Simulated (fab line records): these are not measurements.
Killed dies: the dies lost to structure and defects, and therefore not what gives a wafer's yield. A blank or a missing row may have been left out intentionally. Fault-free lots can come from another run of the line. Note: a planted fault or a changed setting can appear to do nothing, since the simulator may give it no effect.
fab line records	flow sky130
record lots=6	wafers=18	lastDay=50
route steps=708 shown POLY_CUT@314 SD_P@320 PAD_OPEN@708
lots untouched by any fault: they come from a run of this same line in which no faults occurred
startH: the number of hours between the record's first day and the start of the first shown wafer of the lot	waitH: how many hours have passed since the lot's step before this one	" same as the row above	L1.1+2: a row that stands for several wafers	- no value, or no start given	* or withheld: withheld	< > ~ a bound
route shown NAME@n: NAME is a module with steps in the file, n the number in the route of the first one	usual: mean/standard deviation taken from wafers without a fault	same: alike in all rows	chamber/n: place in a boat	sites: each site's reading	_std_site: the standard deviation of these	_edge_site: inner sites' mean taken away from outer sites' mean	radiusMm: for every site, how far away it sits from the centre of the wafer	mask NAME#n: copy n	behind: the most recent tool/chamber to have shaped the wafer	hold: why the lot was held/for how many hours/how that ended	device: the n, p or np transistor that did not switch	end of line: at the end of the route, the tests of the same wafers	for a step that has no rows: nothing shown but its recipe	killed: at the first sort, the dies lost to defects and structure; wafer yield is something else	map: a wafer's dies, marking killed ones x, the rest . and places with no die _
set.NAME: setting as actually run; set.NAME@STEP: the setting as run at that earlier step	model.NAME: the simulator's own value behind a step, which no gauge read
lots at selected steps of the route; one table per step, one row per wafer
services: from which hour (startH, from the record's first day; less than 0 if before it) a tool's chamber was out of use, for how many hours, and why
## steps
# step SKY_POLY_CUT_DEVELOP_07
# recipe developTimeS=60	resist=KrF-thick	devTempC=21
# step SKY_POLY_CUT_CD_MEAS_08
# recipe targetCdNm=270
# usual cdNm=269.5/1.4
lot.wafer	tool	chamber	startH	waitH	cdNm
L623.2	cdSem-01	-	602.73	-	268.9
L623.3	"	-	"	"	269.3
L623.4	"	-	"	"	269.9
L628.3	cdSem-01	-	641.65	-	269.8
L628.4	"	-	"	"	271.3
L628.5	"	-	"	"	270.5
L630.2	cdSem-01	-	669.59	-	269.3
L630.3	"	-	"	"	268.6
L630.6	"	-	"	"	267.6
L631.2	cdSem-02	-	669.59	-	270.6
L631.3	"	-	"	"	269.6
L631.4	"	-	"	"	269.7
L632.2	cdSem-01	-	675.58	-	270.2
L632.4	"	-	"	"	268.7
L632.6	"	-	"	"	271.2
L639.1	cdSem-01	-	733.26	-	270.3
L639.2	"	-	"	"	270.4
L639.5	"	-	"	"	270.2
# step SKY_POLY_CUT_OVL_MEAS_09
# usual POLY_CUT_OVL=0/7
lot.wafer	tool	chamber	startH	waitH	POLY_CUT_OVL[nm]
L623.2	overlay-01	-	602.84	0.1	0
L623.3	"	-	"	"	-6
L623.4	"	-	"	"	10
L628.3	overlay-01	-	641.74	0.1	3
L628.4	"	-	"	"	-9
L628.5	"	-	"	"	-4
L630.2	overlay-01	-	669.69	0.1	-4
L630.3	"	-	"	"	-3
L630.6	"	-	"	"	-11
L631.2	overlay-02	-	669.70	0.1	-5
L631.3	"	-	"	"	8
L631.4	"	-	"	"	6
L632.2	overlay-02	-	675.69	0.1	6
L632.4	"	-	"	"	9
L632.6	"	-	"	"	5
L639.1	overlay-01	-	733.38	0.1	-4
L639.2	"	-	"	"	-11
L639.5	"	-	"	"	-4
# step SKY_POLY_CUT_ETCH_10
# recipe chemistry=N2/H2	target=BARC	ionEnergyEv=200	sourceW=500	biasW=100	pressureMtorr=30	n2FlowSccm=100	h2FlowSccm=200	stopOn=SiO2	timeS=45.9	targetDepthA=600
# usual drypumpMotorCurrentA=5.6/0.32	oesProductAu=0.855/0.0049	throttleValvePct=13.225/0.0094
lot.wafer	tool	chamber	startH	waitH	drypumpMotorCurrentA	oesProductAu	rfHoursCounterH	throttleValvePct
L623.2	rieDiel-01	3	602.87	0.0	5.3	0.855	10	13.245
L623.3	"	2	"	"	5.8	0.847	25	13.219
L623.4	"	1	"	"	5.8	0.850	1	13.230
L628.3	rieDiel-01	1	641.77	0.0	5.8	0.846	2	13.239
L628.4	"	3	"	"	5.3	0.863	11	13.209
L628.5	"	3	"	"	5.3	0.844	-	13.220
L630.2	rieDiel-01	0	669.72	0.0	5.6	0.855	9	13.223
L630.3	"	2	"	"	5.9	0.855	26	13.231
L630.6	"	3	"	"	5.3	0.856	-	13.212
L631.2	rieDiel-02	1	669.73	0.0	6.1	0.853	8	13.229
L631.3	"	3	"	"	5.5	0.849	1	13.223
L631.4	"	2	"	"	5.3	0.852	4	13.228
L632.2	rieDiel-01	3	675.72	0.0	5.3	0.853	12	13.229
L632.4	"	2	"	"	5.8	0.844	27	13.228
L632.6	"	3	"	"	5.3	0.854	-	13.228
L639.1	rieDiel-01	2	733.42	0.0	5.8	0.846	28	13.221
L639.2	"	0	"	"	5.6	0.853	11	13.219
L639.5	"	0	"	"	5.6	0.852	-	13.230
# step SKY_POLY_CUT_ETCH_11
# recipe target=Si3N4	chemistry=CF4/CH2F2/Ar	stopOn=poly-Si	sourceW=600	biasW=150	pressureMtorr=40	cf4FlowSccm=40	ch2f2FlowSccm=20	Ar_flow_sccm=150	timeS=42.5	targetDepthA=600
# usual drypumpMotorCurrentA=5.6/0.32	oesProductAu=0.827/0.0073	throttleValvePct=14.995/0.01
lot.wafer	tool	chamber	startH	waitH	drypumpMotorCurrentA	oesProductAu	rfHoursCounterH	throttleValvePct
L623.2	rieDiel-01	3	602.91	0.0	5.3	0.832	10	15.000
L623.3	"	2	"	"	5.9	0.836	25	14.989
L623.4	"	1	"	"	5.8	0.835	1	14.996
L628.3	rieDiel-01	1	641.81	0.0	5.9	0.824	2	15.005
L628.4	"	3	"	"	5.3	0.822	11	15.001
L628.5	"	3	"	"	5.3	0.817	-	14.978
L630.2	rieDiel-01	0	669.77	0.0	5.5	0.828	9	15.007
L630.3	"	2	"	"	5.8	0.830	26	14.995
L630.6	"	3	"	"	5.3	0.835	-	15.001
L631.2	rieDiel-02	1	669.77	0.0	6.1	0.832	8	14.997
L631.3	"	3	"	"	5.6	0.829	2	14.992
L631.4	"	2	"	"	5.3	0.828	5	14.999
L632.2	rieDiel-01	3	675.76	0.0	5.3	0.832	12	14.983
L632.4	"	2	"	"	5.9	0.834	27	14.997
L632.6	"	3	"	"	5.3	0.839	-	15.001
L639.1	rieDiel-01	2	733.46	0.0	5.9	0.835	28	14.977
L639.2	"	0	"	"	5.5	0.838	11	14.985
L639.5	"	0	"	"	5.5	0.833	-	14.996
# step SKY_POLY_CUT_STRIP_12
# recipe chemistry=O2/N2	powerW=1400	pressureMtorr=1500	platenTempC=withheld	o2FlowSccm=3000	n2FlowSccm=300	overashFraction=0.5
# usual drypumpMotorCurrentA=5.3/0.41	oesProductAu=0.452/0.0042	stripTimeToEndpointS=5.352/0.016
# same overashFraction=0.5
lot.wafer	tool	chamber	startH	waitH	drypumpMotorCurrentA	oesProductAu	rfHoursCounterH	stripTimeToEndpointS
L623.2	plasmaAsher-01	0	602.95	0.0	5.4	0.452	18	5.370
L623.3	"	1	"	"	5.9	0.450	-	5.369
L623.4	"	0	"	"	5.4	0.451	-	5.373
L628.3	plasmaAsher-03	1	641.88	0.1	5.1	0.453	-	5.357
L628.4	"	0	"	"	5.0	0.456	-	5.353
L628.5	"	1	"	"	5.1	0.452	-	5.371
L630.2	plasmaAsher-01	1	669.81	0.0	5.9	0.450	25	5.344
L630.3	"	0	"	"	5.5	0.455	-	5.343
L630.6	"	0	"	"	5.5	0.461	-	5.364
L631.2	plasmaAsher-03	1	669.81	0.0	5.1	0.455	84	5.351
L631.3	"	0	"	"	5.0	0.452	-	5.354
L631.4	"	1	"	"	5.1	0.448	-	5.352
L632.2	plasmaAsher-03	0	675.80	0.0	5.0	0.449	85	5.323
L632.4	"	1	"	"	5.0	0.457	-	5.346
L632.6	"	1	"	"	5.1	0.447	-	5.353
L639.1	plasmaAsher-03	0	733.50	0.0	5.1	0.457	91	5.360
L639.2	"	1	"	"	5.1	0.452	91	5.358
L639.5	"	0	"	"	5.1	0.457	-	5.362
# step SKY_SD_P_DEHYDRATE_00
# recipe tempC=200	timeS=60
# step SKY_SD_P_HMDS_01
# recipe primeTimeS=60	primeTempC=120
# step SKY_SD_P_COAT_02
# recipe resist=NOVOLAK	spinRpm=3000	resistThkNm=1140
# step SKY_SD_P_SOFTBAKE_03
# recipe tempC=90	timeS=60	resist=NOVOLAK
# step SKY_SD_P_EXPOSE_04
# recipe maskId=PSDM	na=0.6	sourceShape=conventional	sigmaOuter=0.6	polarization=unpolarized	targetCdNm=380	doseMj=138
# step SKY_SD_P_PEB_05
# recipe tempC=withheld	timeS=*	resist=NOVOLAK
# step SKY_SD_P_DEVELOP_06
# recipe resist=NOVOLAK	developer=TMAH	developTimeS=60	devTempC=23
# usual exhaustPa=44.9/0.94
lot.wafer	tool	chamber	startH	waitH	exhaustPa
L623.2	lithoTrack-02	0	632.01	0.1	45.0
L623.3	"	0	"	"	45.5
L623.4	"	0	"	"	44.3
L628.3	lithoTrack-03	0	670.51	0.1	45.0
L628.4	"	0	"	"	44.0
L628.5	"	0	"	"	44.4
L630.2	lithoTrack-03	0	696.39	0.1	44.3
L630.3	"	0	"	"	43.6
L630.6	"	0	"	"	43.2
L631.2	lithoTrack-03	0	696.69	0.1	44.7
L631.3	"	0	"	"	45.8
L631.4	"	0	"	"	46.7
L632.2	lithoTrack-02	0	702.65	0.1	46.1
L632.4	"	0	"	"	45.6
L632.6	"	0	"	"	45.5
L639.1	lithoTrack-02	0	760.68	0.1	45.4
L639.2	"	0	"	"	45.0
L639.5	"	0	"	"	45.1
# step SKY_SD_P_CD_MEAS_07
# recipe targetCdNm=380
# usual cdNm=379.7/2.5
lot.wafer	tool	chamber	startH	waitH	cdNm
L623.2	cdSem-02	-	632.15	0.1	380.8
L623.3	"	-	"	"	380.6
L623.4	"	-	"	"	377.8
L628.3	cdSem-02	-	670.65	0.1	374.1
L628.4	"	-	"	"	375.4
L628.5	"	-	"	"	374.9
L630.2	cdSem-02	-	696.53	0.1	239.9
L630.3	"	-	"	"	239.4
L630.6	"	-	"	"	381.5
L631.2	cdSem-01	-	696.83	0.1	238.4
L631.3	"	-	"	"	239.8
L631.4	"	-	"	"	378.5
L632.2	cdSem-01	-	702.80	0.1	381.5
L632.4	"	-	"	"	382.8
L632.6	"	-	"	"	380.6
L639.1	cdSem-02	-	760.93	0.2	380.4
L639.2	"	-	"	"	381.8
L639.5	"	-	"	"	381.5
# step SKY_SD_P_OVL_MEAS_08
# usual SD_P_OVL=-0.5/1.4
lot.wafer	tool	chamber	startH	waitH	SD_P_OVL[nm]
L623.2	overlay-01	-	632.26	0.1	0.1
L623.3	"	-	"	"	0.4
L623.4	"	-	"	"	-1.2
L628.3	overlay-02	-	670.74	0.1	1.0
L628.4	"	-	"	"	1.2
L628.5	"	-	"	"	1.0
L630.2	overlay-02	-	696.64	0.1	-1.0
L630.3	"	-	"	"	0.6
L630.6	"	-	"	"	0.8
L631.2	overlay-01	-	696.94	0.1	1.3
L631.3	"	-	"	"	0.4
L631.4	"	-	"	"	0.3
L632.2	overlay-01	-	702.91	0.1	-0.7
L632.4	"	-	"	"	0.0
L632.6	"	-	"	"	-0.3
L639.1	overlay-01	-	761.05	0.1	-1.2
L639.2	"	-	"	"	-0.5
L639.5	"	-	"	"	-1.2
# step SKY_PAD_OPEN_PROBE_99
# usual killed_at_M0_to_M3=44/7.5	killed_at_M4_up=3.2/1.9	killedAtContacts=23/4.7	killedAtFrontEnd=15/4.7	killedAtOther=0.4/0.66	killedDies=87/9.3	killedOpen=47/7.2	killedShort=39/6.5
# same grossDies=492	killedAtBackSide=0
lot.wafer	tool	chamber	startH	waitH	killed_at_M0_to_M3	killed_at_M4_up	killedAtContacts	killedAtFrontEnd	killedAtOther	killedDies	killedOpen	killedShort
L628.3	prober-02	-	1134.10	0.2	47	2	23	16	0	88	54	33
L628.4	prober-02	-	1134.15	0.2	49	4	22	17	0	92	57	35
L628.5	prober-02	-	1134.20	0.2	53	1	18	15	0	87	60	26
L630.2	prober-02	-	1149.79	0.1	46	6	26	12	0	90	46	44
L630.3	prober-02	-	1149.84	0.2	34	2	27	12	0	75	44	31
L630.6	prober-02	-	1149.99	0.2	48	5	29	10	1	93	52	41
L631.2	prober-01	-	1152.07	0.1	30	3	23	19	1	76	42	33
L631.3	prober-01	-	1152.12	0.2	41	4	21	16	1	83	47	35
L631.4	prober-01	-	1152.17	0.2	54	4	18	27	0	103	59	43
L639.1	prober-01	-	1191.33	0.1	47	3	27	19	0	96	58	37
L639.2	prober-01	-	1191.38	0.1	57	4	19	9	1	90	49	41
L639.5	prober-01	-	1191.53	0.2	45	3	23	18	0	89	45	43
# killed by level:class
L628.3 VIA1:geometricParticle:open=12 CONTACT:geometricParticle:open=9 VIA2:geometricParticle:open=9 VIA3:geometricParticle:open=8 FIELD_ISO:geometricParticle:open=7 LI_CONTACT:geometricParticle:short=5 CONTACT:geometricParticle:short=4 VIA3:geometricParticle:short=4
L628.4 VIA3:geometricParticle:open=13 VIA2:geometricParticle:open=9 CONTACT:geometricParticle:open=8 VIA1:geometricParticle:open=8 POLY_GATE:geometricParticle:short=5 LI_CONTACT:geometricParticle:open=5 METAL1:geometricParticle:short=5 VIA3:geometricParticle:short=5
L628.5 VIA1:geometricParticle:open=17 VIA2:geometricParticle:open=9 CONTACT:geometricParticle:open=9 METAL1:geometricParticle:short=5 VIA3:geometricParticle:open=5 VIA1:geometricParticle:short=4 METAL1:geometricParticle:open=4 FIELD_ISO:geometricParticle:open=3
L630.2 VIA1:geometricParticle:open=13 LI_CONTACT:geometricParticle:open=10 CONTACT:geometricParticle:short=6 VIA1:geometricParticle:short=6 VIA3:geometricParticle:open=6 METAL1:geometricParticle:short=5 VIA2:geometricParticle:open=5 FIELD_ISO:geometricParticle:open=4
L630.3 CONTACT:geometricParticle:open=11 VIA1:geometricParticle:open=8 VIA3:geometricParticle:open=7 LI_CONTACT:geometricParticle:open=6 CONTACT:geometricParticle:short=5 METAL2:geometricParticle:short=5 VIA2:geometricParticle:open=4 METAL1:geometricParticle:short=4
L630.6 CONTACT:geometricParticle:open=12 VIA1:geometricParticle:open=12 METAL1:geometricParticle:short=8 VIA3:geometricParticle:open=7 LOCAL_INTERCONNECT:geometricParticle:short=6 VIA3:geometricParticle:short=6 LI_CONTACT:geometricParticle:open=5 VIA1:geometricParticle:short=5
L631.2 FIELD_ISO:geometricParticle:open=9 CONTACT:geometricParticle:open=8 POLY_GATE:geometricParticle:short=5 VIA3:geometricParticle:open=5 VIA2:geometricParticle:open=5 LI_CONTACT:geometricParticle:short=4 VIA1:geometricParticle:short=4 METAL2:geometricParticle:short=4
L631.3 VIA1:geometricParticle:open=9 VIA3:geometricParticle:open=8 LI_CONTACT:geometricParticle:open=7 CONTACT:geometricParticle:open=6 METAL1:geometricParticle:short=6 FIELD_ISO:geometricParticle:open=5 CONTACT:geometricParticle:short=5 VIA2:geometricParticle:open=4
L631.4 VIA1:geometricParticle:open=16 FIELD_ISO:geometricParticle:open=7 METAL1:geometricParticle:short=7 LI_CONTACT:geometricParticle:open=7 VIA3:geometricParticle:open=7 VIA2:geometricParticle:open=7 POLY_GATE:geometricParticle:open=6 VIA1:geometricParticle:short=6
L639.1 CONTACT:geometricParticle:open=13 VIA3:geometricParticle:open=9 VIA2:geometricParticle:open=7 VIA1:geometricParticle:open=7 METAL1:geometricParticle:short=6 FIELD_ISO:geometricParticle:short=5 POLY_GATE:geometricParticle:open=4 SPACER:geometricParticle:short=4
L639.2 VIA1:geometricParticle:open=13 METAL1:geometricParticle:short=10 VIA3:geometricParticle:open=7 LI_CONTACT:geometricParticle:open=6 METAL2:geometricParticle:short=5 VIA2:geometricParticle:open=5 LI_CONTACT:geometricParticle:short=4 CONTACT:geometricParticle:short=4
L639.5 LI_CONTACT:geometricParticle:open=9 VIA1:geometricParticle:open=9 CONTACT:geometricParticle:open=7 METAL1:geometricParticle:short=5 VIA1:geometricParticle:short=5 METAL2:geometricParticle:short=5 FIELD_ISO:geometricParticle:open=4 VIA2:geometricParticle:short=4
## services
tool	chamber	startH	hours	kind
rieDiel-02	-	590.82	1.0	repair
rieDiel-02	0	600.40	10.4	repair
plasmaAsher-03	-	630.73	1.2	repair
lithoTrack-03	-	669.50	-	consumableReplace:filter
plasmaAsher-03	-	712.82	2.8	pm
rieDiel-02	-	730.96	0.3	repair
plasmaAsher-01	-	738.13	1.7	repair
rieDiel-02	0	754.52	12.3	repair
## key
firstSign step=SKY_SD_P_CD_MEAS_07	reading=cdNm	direction=down	sigmas=56	usual=379.7	struck=239.3
effect none on later readings
metAt SKY_SD_P_DEVELOP_06
struckWafers L630.2,L630.3,L631.2,L631.3
testerLeftOut L630,L631
onsetBetween 670.51 696.39
fault kind=processParameterDrift	tool=lithoTrack-03	chamber=-	onsetH=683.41	steps=SKY_SD_P_DEVELOP_06	channel=developTimeS	offset=*	shape=step	endH=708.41	scope=struckWafersOnly	actsIn=*	stated=*
# testerLeftOut: of these lots the tester's yield and bins aren't shown, on N5 and GAA mostly nor the transistor test; their killed dies are dies lost to structure and defects alone, not to doping, threshold or leakage, so they don't give the yield
